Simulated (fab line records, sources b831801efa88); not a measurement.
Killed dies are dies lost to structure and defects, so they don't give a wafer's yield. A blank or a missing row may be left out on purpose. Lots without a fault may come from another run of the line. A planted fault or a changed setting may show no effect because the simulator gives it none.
Chamber matching | flow sky130 | SKY_VIA4_HDPCVD_00 on hdpcvd-01: 3 sister chambers
The step deposits SiO2, target thk 1750 nm, time 291.7 s. 3 wafers are shown with their chamber, then 7 later ones without.

WAFERS WITH THEIR CHAMBER
wafer  | chamber | run_length_s (s)
L108.3 | 1       | 318.7
L108.4 | 0       | 320.1
L108.5 | 2       | 320.2

WAFERS WITHOUT THEIR CHAMBER
wafer  | run_length_s (s)
L113.1 | 320.4
L124.1 | 320.2
L124.3 | 319.0
L124.5 | 318.7
L125.1 | 320.3
L125.2 | 318.7
L125.6 | 320.2

WHICH CHAMBER EACH WENT THROUGH
wafer  | from the rows above     | in truth
L113.1 | can't be placed: 2 or 0 | 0
L124.1 | can't be placed: 2 or 0 | 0
L124.3 | 1                       | 1
L124.5 | 1                       | 1
L125.1 | can't be placed: 2 or 0 | 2
L125.2 | 1                       | 1
L125.6 | can't be placed: 2 or 0 | 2
Placed correctly: 3 of 7. Can't be placed from these rows: 4 (the true chamber is among the candidates in 4). Placed wrongly: 0.
How it was worked out, from the rows above alone: a wafer's distance from a chamber is the root of the sum, over the readings, of the square of ((its reading less the chamber's mean) divided by the reading's scatter). The wafer belongs to the nearest chamber; if the next one is less than 2 further off, it can't be placed. A chamber's mean is the mean of its shown wafers. The scatter: with one shown wafer a chamber, the root of the mean of the squares of how far each hidden wafer lies from its nearest shown one.
